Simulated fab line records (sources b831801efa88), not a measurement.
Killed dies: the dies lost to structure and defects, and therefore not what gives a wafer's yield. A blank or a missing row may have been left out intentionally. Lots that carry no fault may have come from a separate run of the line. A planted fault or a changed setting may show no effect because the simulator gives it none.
What tool caused it? | flow sky130 | 39 wafers from 13 lots sampled at 2 of the route's 708 steps

== WHAT EACH GAUGE READ, for each wafer ==
SKY_VIA4_OVL_MEAS_11.
lot  | measured     | on         | VIA4_OVL (nm)
L784 | day 42 15:55 | overlay-02 | 4.3 3.3 2.7
L785 | day 42 17:58 | overlay-02 | 1.6 -0.2 0.6
L788 | day 43 14:23 | overlay-01 | 0.5 0.7 -1.0
L793 | day 45 06:50 | overlay-02 | 3.9 5.4 3.4
L795 | day 46 00:43 | overlay-01 | -1.4 0.8 0.0
L796 | day 46 07:22 | overlay-01 | 0.9 1.4 2.1
L797 | day 46 08:58 | overlay-02 | 0.4 1.7 1.7
L798 | day 46 13:13 | overlay-02 | -0.6 0.2 0.1
L801 | day 47 07:40 | overlay-01 | 3.5 1.2 2.3
L802 | day 47 12:51 | overlay-02 | 3.1 2.1 2.0
L804 | day 48 02:05 | overlay-02 | 1.0 0.8 1.2
L805 | day 48 04:01 | overlay-01 | 0.9 2.0 3.0
L807 | day 48 18:25 | overlay-02 | 3.1 2.9 3.1

SKY_VIA4_RS_MEAS_19: measures by four-point-probe.
lot  | measured     | on            | VIA4_W_RS (ohm/sq)
L784 | day 42 16:50 | film-metro-04 | 0.226 0.222 0.220
L785 | day 42 18:55 | film-metro-04 | 0.222 0.227 0.228
L788 | day 43 15:18 | film-metro-04 | 0.221 0.224 0.225
L793 | day 45 07:48 | film-metro-04 | 0.227 0.222 0.219
L795 | day 46 01:40 | film-metro-04 | 0.226 0.222 0.222
L796 | day 46 08:16 | film-metro-04 | 0.221 0.223 0.221
L797 | day 46 09:55 | film-metro-01 | 0.218 0.226 0.219
L798 | day 46 14:13 | film-metro-01 | 0.227 0.224 0.227
L801 | day 47 08:35 | film-metro-03 | 0.223 0.228 0.222
L802 | day 47 13:47 | film-metro-04 | 0.224 0.217 0.225
L804 | day 48 03:02 | film-metro-04 | 0.225 0.222 0.226
L805 | day 48 04:59 | film-metro-01 | 0.228 0.219 0.226
L807 | day 48 19:21 | film-metro-04 | 0.223 0.222 0.219

== EACH LOT AND THE TOOL THAT RAN IT (in order: tool; ch and the chambers of the sampled wafers; start) ==
There is no process step in the record ahead of these readings.

== WHAT THE TOOLS THEMSELVES READ (means of the sampled wafers that have a number; where no wafer has one, the mark that the record gives instead) ==
The record holds no such reading with a usual standard deviation.

== THE ANSWER, worked out from the rows above alone ==
Rule: the usual values come from the lots themselves. The widest of any qualifying gaps counts: lots, ordered by their means at a reading, are off when they make up no more than a third of the lots, leave a main group of 4 or more, and stand apart from it by 3 or more times the standard deviation of that group's means. A main group whose means are all the same, to the digits that the tables above print for the reading, isn't used. A lot without any number at a reading at which 4 lots or more have one is off too. The other lots that the step has rows for count as sound. First the gauges in route order, then the tools' own readings, where a lot's mean is used as printed above. The first step at which some lot is off is used, and at that step the reading that is off furthest; a lot without a number counts as furthest.
Nothing can be told from this: no lot is off at any reading shown.

== WHAT HAD BEEN PUT IN BY THE SIMULATOR ==
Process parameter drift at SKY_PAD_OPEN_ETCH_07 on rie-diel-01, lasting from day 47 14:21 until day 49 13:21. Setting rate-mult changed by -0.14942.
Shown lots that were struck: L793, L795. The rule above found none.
